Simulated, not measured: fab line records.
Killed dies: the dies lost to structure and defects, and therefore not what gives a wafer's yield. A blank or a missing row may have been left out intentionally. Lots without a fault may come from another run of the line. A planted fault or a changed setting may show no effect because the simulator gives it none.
The tool behind it: which one? / flow gf180mcu / 36 wafers sampled from 12 lots at 1 step of a route of 602

== WHAT THE GAUGES SHOWED, per wafer ==
GF_V2_CD_MEAS_14 targets a cd of 260 nm.
lot=L075; measured=day 19 19:14; on=cd-sem-01; cd-nm (nm)=261.1 262.4 261.2
lot=L076; measured=day 21 01:50; on=cd-sem-01; cd-nm (nm)=258.2 258.9 258.8
lot=L079; measured=day 21 17:50; on=cd-sem-02; cd-nm (nm)=259.1 258.9 259.3
lot=L081; measured=day 22 20:08; on=cd-sem-01; cd-nm (nm)=259.5 261.2 260.4
lot=L083; measured=day 23 01:23; on=cd-sem-01; cd-nm (nm)=259.6 257.8 258.1
lot=L085; measured=day 23 12:10; on=cd-sem-02; cd-nm (nm)=259.9 260.1 260.6
lot=L087; measured=day 24 17:53; on=cd-sem-02; cd-nm (nm)=259.7 258.6 259.9
lot=L089; measured=day 25 06:13; on=cd-sem-02; cd-nm (nm)=260.9 260.3 258.6
lot=L091; measured=day 26 00:09; on=cd-sem-01; cd-nm (nm)=260.2 259.1 259.4
lot=L093; measured=day 26 11:10; on=cd-sem-01; cd-nm (nm)=262.5 261.5 262.0
lot=L094; measured=day 27 01:36; on=cd-sem-02; cd-nm (nm)=259.4 260.2 259.6
lot=L097; measured=day 27 18:13; on=cd-sem-02; cd-nm (nm)=261.7 261.9 260.5

== TOOL THAT RAN EACH LOT (tool first, then ch and the chambers of the sampled wafers, then the start) ==
The record holds no process step before these readings.

== THE ANSWER, worked out from the rows above alone ==
Rule: what is usual is taken from the lots themselves. Put in order of their means at a reading, lots are off if they are a third of the lots or fewer, leave a main group of 4 or more, and stand apart from it by a gap of 3 or more times the standard deviation of the main group's means; of several such gaps the widest counts. If all means in a main group match to the digits the tables above print for the reading, that group is not used. Also off: a lot with no number at a reading for which 4 or more lots have one. Where the step has rows for the other lots, those lots are counted as sound.
Nothing can be told from this: no lot is off at any reading shown.

== WHAT HAD BEEN PUT IN BY THE SIMULATOR ==
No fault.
